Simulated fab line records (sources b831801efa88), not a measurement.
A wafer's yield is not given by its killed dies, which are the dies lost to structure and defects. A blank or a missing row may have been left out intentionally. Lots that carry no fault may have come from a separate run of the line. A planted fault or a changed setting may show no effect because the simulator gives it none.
fab line records | flow sky130
record lots=6 wafers=18 last-day=50
route steps=708 shown FIELD_ISO@3 PAD_OPEN@708
lots with no fault: from the same line, run without faults
start-h: hours from the record's first day to the start of the lot's first wafer shown | wait-h: how many hours have passed since the lot's step before this one | " the same as in the row above | L1.1+2: one row covering several wafers at once | - either no value or no given start | * or withheld: withheld | < > ~ a bound
route shown NAME@n: NAME is a module with steps in the file, n the number in the route of the first one | usual: mean/standard deviation of fault-free wafers | same: alike in all rows | chamber/n: place in a boat | sites: each site's reading | _std_site: standard deviation of those values | _edge_site: outer sites' mean less inner sites' | radius-mm: how far each site lies from the wafer's centre | mask NAME#n: copy n | behind: tool/chamber where the wafer was last shaped | hold: why the lot was held/for how many hours/how that ended | device: the transistor (n, p or np) that didn't switch | end of line: the same wafers' tests at the end of the route | a step with no rows: only its recipe | killed: at the first sort, the dies lost to defects and structure; wafer yield is something else | map: dies across one wafer; x = killed, . = not, _ = none there
set.NAME: the setting that was run; set.NAME@STEP: the one run at that earlier step | model.NAME: the simulator's own value behind a step, which no gauge read
lots at selected steps of the route; one table per step, one row per wafer
services: from which hour (start-h, from the record's first day; less than 0 if before it) a tool's chamber was out of use, for how many hours, and why
## steps
# step SKY_FIELD_ISO_THK_MEAS_02
# recipe reads=SiO2_of_FIELD_ISO_OXIDATION_01
# usual FIELD_ISO_OXIDATION_00_THK=11.90/0.26
# columns lot.wafer tool chamber start-h wait-h FIELD_ISO_OXIDATION_00_THK[nm]
L232.2 film-metro-04 - 67.08 0.0 12.02
L232.3 " - " " 12.05
L232.6 " - " " 11.88
L234.1 film-metro-03 - 77.64 0.0 11.78
L234.2 " - " " 11.81
L234.4 " - " " 11.72
L235.3 film-metro-01 - 82.20 0.0 11.90
L235.4 " - " " 11.79
L235.6 " - " " 11.51
L236.1 film-metro-03 - 86.63 0.0 12.16
L236.2 " - " " 12.40
L236.3 " - " " 12.12
L239.2 film-metro-01 - 102.36 0.0 11.47
L239.3 " - " " 11.79
L239.4 " - " " 11.33
L240.2 film-metro-03 - 108.85 0.0 12.06
L240.4 " - " " 11.88
L240.6 " - " " 12.11
# step SKY_FIELD_ISO_CVD_03
# recipe material=Si3N4 precursor=DCS/NH3 target-thk-nm=165 temp-c=770 time-s=2830 pressure-mtorr=250
# step SKY_FIELD_ISO_THK_MEAS_04
# recipe reads=Si3N4_of_FIELD_ISO_CVD_03
# usual FIELD_ISO_CVD_03_THK=164.9/1.7
# columns lot.wafer tool chamber start-h wait-h FIELD_ISO_CVD_03_THK[nm]
L232.2 film-metro-01 - 68.92 0.0 166.6
L232.3 " - " " 164.9
L232.6 " - " " 164.9
L234.1 film-metro-04 - 80.35 0.0 165.6
L234.2 " - " " 164.2
L234.4 " - " " 166.1
L235.3 film-metro-01 - 84.05 0.0 165.3
L235.4 " - " " 165.5
L235.6 " - " " 165.3
L236.1 film-metro-03 - 88.48 0.0 162.9
L236.2 " - " " 163.7
L236.3 " - " " 163.1
L239.2 film-metro-04 - 104.20 0.0 165.3
L239.3 " - " " 165.5
L239.4 " - " " 165.9
L240.2 film-metro-01 - 110.69 0.0 165.1
L240.4 " - " " 166.7
L240.6 " - " " 166.6
# step SKY_FIELD_ISO_DEHYDRATE_05
# recipe temp-c=200 time-s=60
# step SKY_FIELD_ISO_HMDS_06
# recipe prime-time-s=60 prime-temp-c=120
# step SKY_FIELD_ISO_COAT_07
# recipe resist=BARC temp-c=withheld time-s=withheld spin-rpm=3000 resist-thk-nm=60
# step SKY_FIELD_ISO_COAT_08
# recipe resist=KrF-thick spin-rpm=3000 resist-thk-nm=450
# step SKY_FIELD_ISO_SOFTBAKE_09
# recipe temp-c=100 time-s=90 resist=KrF-thick
# step SKY_FIELD_ISO_EXPOSE_10
# recipe mask-id=FOM na=0.68 source-shape=annular sigma-inner=0.4 sigma-outer=0.8 target-cd-nm=150 dose-mj=28
# step SKY_FIELD_ISO_PEB_11
# recipe peb-temp-c=withheld peb-time-s=withheld resist=KrF-thick
# step SKY_FIELD_ISO_DEVELOP_12
# recipe develop-time-s=60 resist=KrF-thick dev-temp-c=21
# step SKY_FIELD_ISO_CD_MEAS_13
# recipe target-cd-nm=150
# usual cd-nm=150.4/1.7
# columns lot.wafer tool chamber start-h wait-h cd-nm
L232.2 cd-sem-01 - 85.41 - 153.0
L232.3 " - " " 152.6
L232.6 " - " " 152.4
L234.1 cd-sem-01 - 97.83 - 150.2
L234.2 " - " " 148.4
L234.4 " - " " 149.7
L235.3 cd-sem-01 - 102.00 - 149.3
L235.4 " - " " 149.9
L235.6 " - " " 151.3
L236.1 cd-sem-02 - 107.18 - 149.5
L236.2 " - " " 151.2
L236.3 " - " " 149.9
L239.2 cd-sem-02 - 122.36 - 152.2
L239.3 " - " " 152.0
L239.4 " - " " 153.8
L240.2 cd-sem-02 - 129.43 - 152.7
L240.4 " - " " 154.6
L240.6 " - " " 154.4
# step SKY_FIELD_ISO_ETCH_14
# recipe chemistry=N2/H2 target=BARC ion-energy-ev=200 source-w=500 bias-w=100 pressure-mtorr=30 n2-flow-sccm=100 h2-flow-sccm=200 stop-on=SiO2 time-s=45.9 target-depth-a=600
# usual bias-w=100.00/0.28 chamber-pressure-mTorr=30.002/0.026 drypump-motor-current-A=5.4/0.39 oes-product-au=0.854/0.0052 rf-fwd-power-W=495.0/2.6 throttle-valve-pct=13.225/0.0083
# columns lot.wafer tool chamber start-h wait-h bias-w chamber-pressure-mTorr drypump-motor-current-A oes-product-au rf-fwd-power-W rf-hours-counter-h throttle-valve-pct model.KrF-thick_of_FIELD_ISO_COAT_08.thk-nm
L232.2 rie-diel-01 3 85.51 0.1 99.67 29.995 5.9 0.857 494.1 142 13.225 394.4
L232.3 " 0 " " 100.19 30.005 5.8 0.840 495.2 61 13.240 393.3
L232.6 " 1 " " 100.09 29.942 5.1 0.854 492.6 - 13.224 392.4
L234.1 rie-diel-03 1 97.95 0.1 99.81 30.038 5.9 0.854 496.7 20 13.227 394.3
L234.2 " 3 " " 100.10 29.972 5.3 0.843 496.1 1 13.235 394.8
L234.4 " 2 " " 100.34 29.998 5.1 0.855 492.9 11 13.226 393.4
L235.3 rie-diel-03 0 102.08 0.1 - - - - - - - 435.2
L235.4 " 1 " " - - - - - - - 435.2
L235.6 " 3 " " - - - - - - - 435.6
L236.1 rie-diel-03 0 107.30 0.1 - - - - - - - 433.4
L236.2 " 1 " " - - - - - - - 433.8
L236.3 " 3 " " - - - - - - - 432.7
L239.2 rie-diel-02 2 122.46 0.1 100.15 29.978 5.3 0.852 494.8 4 13.229 395.7
L239.3 " 1 " " 100.37 30.056 6.0 0.858 490.5 50 13.230 394.3
L239.4 " 0 " " 99.73 30.009 5.1 0.852 496.0 48 13.222 395.1
L240.2 rie-diel-01 2 129.53 0.1 99.79 29.955 5.8 0.865 496.1 4 13.215 393.2
L240.4 " 0 " " 99.94 29.962 5.8 0.853 496.1 63 13.223 394
L240.6 " 1 " " 99.85 29.993 5.1 0.864 488.8 - 13.218 393
# step SKY_FIELD_ISO_ETCH_15
# recipe chemistry=CHF3/O2 target-depth-nm=180 stop-on=Si source-w=600 bias-w=200 pressure-mtorr=40 chf3-flow-sccm=50 O2_flow_sccm=5 time-s=72
# usual O2_flow_sccm=5.000/0.015 bias-w=200.1/0.59 chf3-flow-sccm=49.99/0.16 drypump-motor-current-A=5.4/0.39 oes-product-au=0.945/0.0073 rf-fwd-power-W=595.7/2.7 throttle-valve-pct=8.844/0.0099
# columns lot.wafer tool chamber start-h wait-h O2_flow_sccm bias-w chf3-flow-sccm drypump-motor-current-A oes-product-au rf-fwd-power-W rf-hours-counter-h throttle-valve-pct model.KrF-thick_of_FIELD_ISO_COAT_08.thk-nm
L232.2 rie-diel-01 3 85.55 0.0 4.985 199.7 50.08 5.9 0.949 595.9 142 8.836 237.7
L232.3 " 0 " " 4.983 200.1 49.84 5.8 0.940 596.7 62 8.826 237.9
L232.6 " 1 " " 4.985 200.3 50.20 5.1 0.951 592.0 - 8.851 239
L234.1 rie-diel-03 1 97.99 0.0 4.993 200.8 50.11 5.9 0.944 597.6 21 8.864 240.5
L234.2 " 3 " " 4.992 200.2 50.03 5.3 0.943 597.4 1 8.857 240.6
L234.4 " 2 " " 5.020 200.4 49.99 5.1 0.940 595.0 11 8.829 235.4
L235.3 rie-diel-03 0 102.12 0.0 5.014 200.0 50.23 4.8 0.367 600.5 66 8.679 278.3
L235.4 " 1 " " 4.980 199.4 49.71 5.9 0.370 597.2 21 8.651 281.2
L235.6 " 3 " " 4.996 200.1 49.74 5.3 0.382 595.6 - 8.680 281.1
L236.1 rie-diel-03 0 107.34 0.0 5.000 200.5 50.14 4.8 0.374 598.0 66 8.684 277
L236.2 " 1 " " 4.998 199.8 49.65 5.9 0.371 598.9 21 8.677 277.9
L236.3 " 3 " " 4.990 200.9 49.82 5.2 0.369 594.1 2 8.666 278
L239.2 rie-diel-02 2 122.50 0.0 5.004 199.9 49.76 5.3 0.946 592.8 4 8.853 241.4
L239.3 " 1 " " 4.995 200.8 50.00 6.0 0.955 591.4 50 8.844 238.7
L239.4 " 0 " " 4.984 199.5 50.09 5.1 0.948 599.0 48 8.850 241.1
L240.2 rie-diel-01 2 129.57 0.0 4.988 199.9 50.25 5.8 0.941 593.7 4 8.842 236.5
L240.4 " 0 " " 4.985 200.4 50.23 5.8 0.949 597.3 63 8.859 238.7
L240.6 " 1 " " 4.969 200.5 49.94 5.1 0.947 591.6 - 8.841 237.6
# step SKY_FIELD_ISO_STRIP_16
# recipe chemistry=O2/N2 power-w=1400 pressure-mtorr=1500 platen-temp-c=withheld o2-flow-sccm=3000 n2-flow-sccm=300 overash-fraction=0.5
# usual drypump-motor-current-A=5.76/0.24 oes-product-au=0.378/0.0046 strip-time-to-endpoint-s=3.546/0.028
# columns lot.wafer tool chamber start-h wait-h drypump-motor-current-A oes-product-au rf-hours-counter-h strip-time-to-endpoint-s
L232.2 plasma-asher-01 1 85.61 0.0 5.85 0.376 28 3.554
L232.3 " 0 " " 5.58 0.373 - 3.554
L232.6 " 0 " " 5.60 0.387 - 3.575
L234.1 plasma-asher-01 0 98.05 0.0 5.61 0.377 29 3.594
L234.2 " 1 " " 5.86 0.377 29 3.593
L234.4 " 0 " " 5.60 0.368 - 3.549
L235.3 plasma-asher-04 1 102.21 0.1 6.08 0.399 - 3.988
L235.4 " 0 " " 5.55 0.390 - 4.033
L235.6 " 1 " " 6.10 0.396 - 4.023
L236.1 plasma-asher-03 1 107.40 0.0 5.43 0.393 42 3.981
L236.2 " 0 " " 6.13 0.404 42 3.980
L236.3 " 0 " " 6.10 0.395 - 3.993
L239.2 plasma-asher-03 1 122.56 0.0 5.43 0.378 44 3.593
L239.3 " 1 " " 5.44 0.375 - 3.576
L239.4 " 0 " " 6.13 0.387 - 3.595
L240.2 plasma-asher-01 1 129.62 0.0 5.88 0.378 32 3.574
L240.4 " 1 " " 5.86 0.377 - 3.575
L240.6 " 0 " " 5.60 0.379 - 3.569
# step SKY_FIELD_ISO_ETCH_17
# recipe target-depth-a=3420 mask-material=Si3N4 chemistry=HBr/Cl2/O2 target=Si taper-deg=5 icp-w=600 bias-w=150 pressure-mtorr=15 HBr_flow_sccm=150 Cl2_flow_sccm=40 O2_flow_sccm=6 time-s=97.7
# usual HBr_flow_sccm=150.0/0.48 O2_flow_sccm=5.999/0.018 drypump-motor-current-A=5.6/0.48 oes-product-au=0.995/0.0073 rf-fwd-power-W=596.2/2 throttle-valve-pct=25.661/0.01
# columns lot.wafer tool chamber start-h wait-h HBr_flow_sccm O2_flow_sccm drypump-motor-current-A oes-product-au rf-fwd-power-W rf-hours-counter-h throttle-valve-pct
L232.2 rie-si-02 2 85.71 0.1 149.6 5.992 6.0 1.001 597.4 98 25.659
L232.3 " 0 " " 149.6 6.002 5.8 0.984 598.0 1 25.674
L232.6 " 0 " " 149.8 5.999 5.8 0.984 601.4 - 25.665
L234.1 rie-si-02 0 98.15 0.1 150.0 5.977 5.9 0.995 597.3 1 25.671
L234.2 " 1 " " 149.7 5.983 5.3 0.996 597.6 36 25.662
L234.4 " 2 " " 149.4 5.963 6.0 1.005 594.9 98 25.652
L235.3 rie-si-02 2 102.27 0.0 150.3 6.003 6.0 1.001 595.1 98 25.664
L235.4 " 0 " " 150.0 6.020 5.9 0.999 593.2 1 25.655
L235.6 " 3 " " 150.3 6.008 4.7 0.997 595.5 - 25.665
L236.1 rie-si-01 0 107.50 0.1 150.4 6.031 5.8 0.989 593.4 4 25.663
L236.2 " 3 " " 149.8 6.019 5.2 0.979 596.6 1 25.660
L236.3 " 2 " " 149.3 5.980 6.3 0.995 593.5 24 25.661
L239.2 rie-si-02 1 122.66 0.1 149.8 5.997 5.3 0.988 595.4 36 25.660
L239.3 " 0 " " 149.8 6.001 5.8 0.990 595.9 2 25.658
L239.4 " 2 " " 149.0 6.005 6.0 1.008 593.1 98 25.656
L240.2 rie-si-02 3 129.72 0.1 150.7 5.983 4.8 1.000 599.6 56 25.660
L240.4 " 2 " " 150.0 5.990 6.0 0.999 593.7 98 25.659
L240.6 " 0 " " 150.2 5.997 5.8 1.001 597.9 - 25.665
# step SKY_PAD_OPEN_PROBE_99
# usual killed_at_M0_to_M3=43/6.4 killed_at_M4_up=3.1/2 killed-at-contacts=24/5.2 killed-at-front-end=15/4.3 killed-at-other=0.2/0.48 killed-dies=85/9.7 killed-on-rim=17/4.2 killed-open=47/6.9 killed-short=38/6.7
# same gross-dies=492 killed-at-back-side=0
# columns lot.wafer tool chamber start-h wait-h killed_at_M0_to_M3 killed_at_M4_up killed-at-contacts killed-at-front-end killed-at-other killed-dies killed-on-rim killed-open killed-short
L232.2 prober-01 - 1144.30 0.1 42 4 15 10 0 71 12 36 35
L232.3 prober-01 - 1144.35 0.2 48 4 27 14 0 93 17 44 49
L232.6 prober-01 - 1144.50 0.2 31 5 21 10 0 67 14 36 31
L234.1 prober-01 - 1160.99 0.1 40 7 27 25 0 99 15 59 40
L234.2 prober-01 - 1161.04 0.1 40 9 28 10 0 87 15 43 44
L234.4 prober-01 - 1161.14 0.2 42 2 22 18 0 84 16 50 34
L235.3 prober-02 - 1163.93 0.2 33 4 21 434 0 492 96 50 23
L235.4 prober-02 - 1163.98 0.2 44 6 23 419 0 492 96 43 41
L235.6 prober-02 - 1164.08 0.2 51 2 23 416 0 492 96 49 37
L236.1 prober-01 - 1165.54 0.1 36 2 24 430 0 492 96 47 28
L236.2 prober-01 - 1165.59 0.1 48 4 29 411 0 492 96 47 47
L236.3 prober-01 - 1165.64 0.2 48 1 17 425 1 492 96 42 45
L239.2 prober-02 - 1188.01 0.1 42 1 21 16 0 80 13 46 34
L239.3 prober-02 - 1188.06 0.2 52 2 25 13 0 92 18 38 54
L239.4 prober-02 - 1188.11 0.2 42 0 16 13 1 72 12 34 38
# killed by level:class
L232.2 VIA1:geometric-particle:open=11 METAL2:geometric-particle:short=9 VIA1:geometric-particle:short=7 LI_CONTACT:geometric-particle:open=5 CONTACT:geometric-particle:open=5 POLY_GATE:geometric-particle:short=3 VIA2:geometric-particle:open=3 VIA3:geometric-particle:open=3
L232.3 VIA1:geometric-particle:open=16 LI_CONTACT:geometric-particle:open=7 LI_CONTACT:geometric-particle:short=6 CONTACT:geometric-particle:open=6 VIA1:geometric-particle:short=6 VIA2:geometric-particle:open=6 POLY_GATE:geometric-particle:short=5 LOCAL_INTERCONNECT:geometric-particle:short=5
L232.6 LI_CONTACT:geometric-particle:open=10 VIA1:geometric-particle:open=9 CONTACT:geometric-particle:short=6 METAL2:geometric-particle:short=5 METAL4:geometric-particle:short=5 FIELD_ISO:geometric-particle:short=4 FIELD_ISO:geometric-particle:open=4 CONTACT:geometric-particle:open=4
L234.1 CONTACT:geometric-particle:open=11 LI_CONTACT:geometric-particle:open=8 VIA1:geometric-particle:open=7 POLY_GATE:geometric-particle:short=7 POLY_GATE:geometric-particle:open=6 VIA2:geometric-particle:open=6 VIA3:geometric-particle:open=6 METAL4:geometric-particle:short=6
L234.2 CONTACT:geometric-particle:open=8 LI_CONTACT:geometric-particle:open=7 VIA1:geometric-particle:short=7 VIA1:geometric-particle:open=7 LOCAL_INTERCONNECT:geometric-particle:short=6 METAL2:geometric-particle:short=5 METAL3:geometric-particle:short=5 METAL4:geometric-particle:short=5
L234.4 VIA3:geometric-particle:open=10 VIA2:geometric-particle:open=10 CONTACT:geometric-particle:open=8 FIELD_ISO:geometric-particle:open=6 VIA1:geometric-particle:open=6 LI_CONTACT:geometric-particle:open=5 CONTACT:geometric-particle:short=5 FIELD_ISO:geometric-particle:short=4
L235.3 FIELD_ISO:area-etch=419 VIA1:geometric-particle:open=14 CONTACT:geometric-particle:open=11 SPACER:geometric-particle:open=5 LI_CONTACT:geometric-particle:open=4 POLY_GATE:geometric-particle:open=4 CONTACT:geometric-particle:short=4 METAL1:geometric-particle:short=4
L235.4 FIELD_ISO:area-etch=408 VIA1:geometric-particle:open=10 LI_CONTACT:geometric-particle:open=7 CONTACT:geometric-particle:open=7 VIA2:geometric-particle:open=6 METAL2:geometric-particle:short=5 CONTACT:geometric-particle:short=5 METAL1:geometric-particle:short=5
L235.6 FIELD_ISO:area-etch=406 VIA1:geometric-particle:open=13 METAL2:geometric-particle:short=8 LI_CONTACT:geometric-particle:open=7 CONTACT:geometric-particle:open=7 VIA2:geometric-particle:short=7 VIA3:geometric-particle:open=7 VIA2:geometric-particle:open=5
L236.1 FIELD_ISO:area-etch=417 VIA1:geometric-particle:open=10 LI_CONTACT:geometric-particle:open=8 CONTACT:geometric-particle:open=8 VIA3:geometric-particle:open=6 POLY_GATE:geometric-particle:open=5 LOCAL_INTERCONNECT:geometric-particle:short=5 METAL1:geometric-particle:short=4
L236.2 FIELD_ISO:area-etch=398 VIA1:geometric-particle:open=11 CONTACT:geometric-particle:open=10 METAL1:geometric-particle:short=6 LI_CONTACT:geometric-particle:open=6 CONTACT:geometric-particle:short=6 VIA1:geometric-particle:short=6 METAL3:geometric-particle:short=5
L236.3 FIELD_ISO:area-etch=405 METAL1:geometric-particle:short=10 LI_CONTACT:geometric-particle:open=7 FIELD_ISO:geometric-particle:open=6 VIA2:geometric-particle:open=6 FIELD_ISO:geometric-particle:short=5 VIA1:geometric-particle:open=5 VIA3:geometric-particle:short=5
L239.2 VIA1:geometric-particle:open=14 CONTACT:geometric-particle:short=8 CONTACT:geometric-particle:open=7 FIELD_ISO:geometric-particle:short=5 METAL2:geometric-particle:short=5 VIA3:geometric-particle:open=5 POLY_GATE:geometric-particle:open=4 VIA2:geometric-particle:open=4
L239.3 VIA1:geometric-particle:open=10 CONTACT:geometric-particle:short=9 VIA1:geometric-particle:short=8 CONTACT:geometric-particle:open=7 LOCAL_INTERCONNECT:geometric-particle:short=6 VIA3:geometric-particle:open=6 METAL3:geometric-particle:short=6 VIA2:geometric-particle:open=5
L239.4 VIA1:geometric-particle:short=11 VIA1:geometric-particle:open=10 CONTACT:geometric-particle:open=7 FIELD_ISO:geometric-particle:short=5 POLY_GATE:geometric-particle:short=5 VIA2:geometric-particle:open=5 LI_CONTACT:geometric-particle:open=4 METAL2:geometric-particle:short=4
# map L235.3 (x killed, . not)
__________xxxxxxxxxx_________
________xxxxxxxxxxxxxx_______
______xxxxxxxxxxxxxxxxxx_____
_____xxxxxxxxxxxxxxxxxxxx____
____xxxxxxxxxxxxxxxxxxxxxx___
___xxxxxxxxxxxxxxxxxxxxxxxx__
__xxxxxxxxxxxxxxxxxxxxxxxxxx_
_xxxxxxxxxxxxxxxxxxxxxxxxxxxx
_xxxxxxxxxxxxxxxxxxxxxxxxxxxx
_xxxxxxxxxxxxxxxxxxxxxxxxxxxx
_xxxxxxxxxxxxxxxxxxxxxxxxxxxx
_xxxxxxxxxxxxxxxxxxxxxxxxxxxx
_xxxxxxxxxxxxxxxxxxxxxxxxxxxx
_xxxxxxxxxxxxxxxxxxxxxxxxxxxx
_xxxxxxxxxxxxxxxxxxxxxxxxxxxx
__xxxxxxxxxxxxxxxxxxxxxxxxxx_
___xxxxxxxxxxxxxxxxxxxxxxxx__
____xxxxxxxxxxxxxxxxxxxxxx___
_____xxxxxxxxxxxxxxxxxxxx____
______xxxxxxxxxxxxxxxxxx_____
________xxxxxxxxxxxxxx_______
__________xxxxxxxxxx_________
# map L236.1 (x killed, . not)
__________xxxxxxxxxx_________
________xxxxxxxxxxxxxx_______
______xxxxxxxxxxxxxxxxxx_____
_____xxxxxxxxxxxxxxxxxxxx____
____xxxxxxxxxxxxxxxxxxxxxx___
___xxxxxxxxxxxxxxxxxxxxxxxx__
__xxxxxxxxxxxxxxxxxxxxxxxxxx_
_xxxxxxxxxxxxxxxxxxxxxxxxxxxx
_xxxxxxxxxxxxxxxxxxxxxxxxxxxx
_xxxxxxxxxxxxxxxxxxxxxxxxxxxx
_xxxxxxxxxxxxxxxxxxxxxxxxxxxx
_xxxxxxxxxxxxxxxxxxxxxxxxxxxx
_xxxxxxxxxxxxxxxxxxxxxxxxxxxx
_xxxxxxxxxxxxxxxxxxxxxxxxxxxx
_xxxxxxxxxxxxxxxxxxxxxxxxxxxx
__xxxxxxxxxxxxxxxxxxxxxxxxxx_
___xxxxxxxxxxxxxxxxxxxxxxxx__
____xxxxxxxxxxxxxxxxxxxxxx___
_____xxxxxxxxxxxxxxxxxxxx____
______xxxxxxxxxxxxxxxxxx_____
________xxxxxxxxxxxxxx_______
__________xxxxxxxxxx_________
## services
# columns tool chamber start-h hours kind
rie-diel-02 - 62.41 0.6 repair
rie-diel-02 0 73.30 9.3 repair
rie-si-02 3 78.45 1.5 repair
rie-diel-02 0 95.09 2.8 repair
rie-diel-01 3 98.56 17.2 repair
plasma-asher-03 - 103.31 1.0 repair
rie-diel-01 1 105.52 10.4 repair
plasma-asher-04 - 108.75 9.0 pm
plasma-asher-04 0 108.75 9.0 vent-cycle
plasma-asher-04 1 108.75 9.0 vent-cycle
plasma-asher-04 0 117.75 - clean
plasma-asher-04 1 117.75 - clean
rie-diel-03 3 118.18 7.9 repair
plasma-asher-03 - 124.00 1.4 repair
## key
first-sign step=SKY_FIELD_ISO_ETCH_14 reading=tool-record direction=missing
effect step=SKY_FIELD_ISO_ETCH_15 reading=oes-product-au direction=down sigmas=78 usual=0.945 struck=0.372
effect step=SKY_FIELD_ISO_STRIP_16 reading=strip-time-to-endpoint-s direction=up sigmas=16 usual=* struck=*
effect step=SKY_PAD_OPEN_PROBE_99 reading=killed-at-front-end direction=up sigmas=94 usual=15 struck=422
model-effect step=SKY_FIELD_ISO_ETCH_14 value=KrF-thick_of_FIELD_ISO_COAT_08.thk-nm without=391.4 struck=434.3
model-effect step=SKY_FIELD_ISO_ETCH_15 value=KrF-thick_of_FIELD_ISO_COAT_08.thk-nm without=236.1 struck=278.9
more-kills-born-at SKY_FIELD_ISO_ETCH_14@rie-diel-03=2453
met-at SKY_FIELD_ISO_ETCH_14
struck-wafers L235.3,L235.4,L235.6,L236.1,L236.2,L236.3
later-rows-left-out L235.3,L235.4,L235.6,L236.1,L236.2,L236.3
tester-left-out L235,L236
onset-between 97.95 102.08
fault kind=skipped-step-whole tool=rie-diel-03 chamber=- onset-h=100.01 steps=SKY_FIELD_ISO_ETCH_14 scope=struck-lots-only
# tester-left-out: of these lots the tester's yield and bins aren't shown, on N5 and GAA mostly nor the transistor test; their killed dies are dies lost to structure and defects alone, not to doping, threshold or leakage, so they don't give the yield
# later-rows-left-out: the simulator's readings of these wafers behind a module that went badly wrong aren't trusted and aren't shown, but for the sort
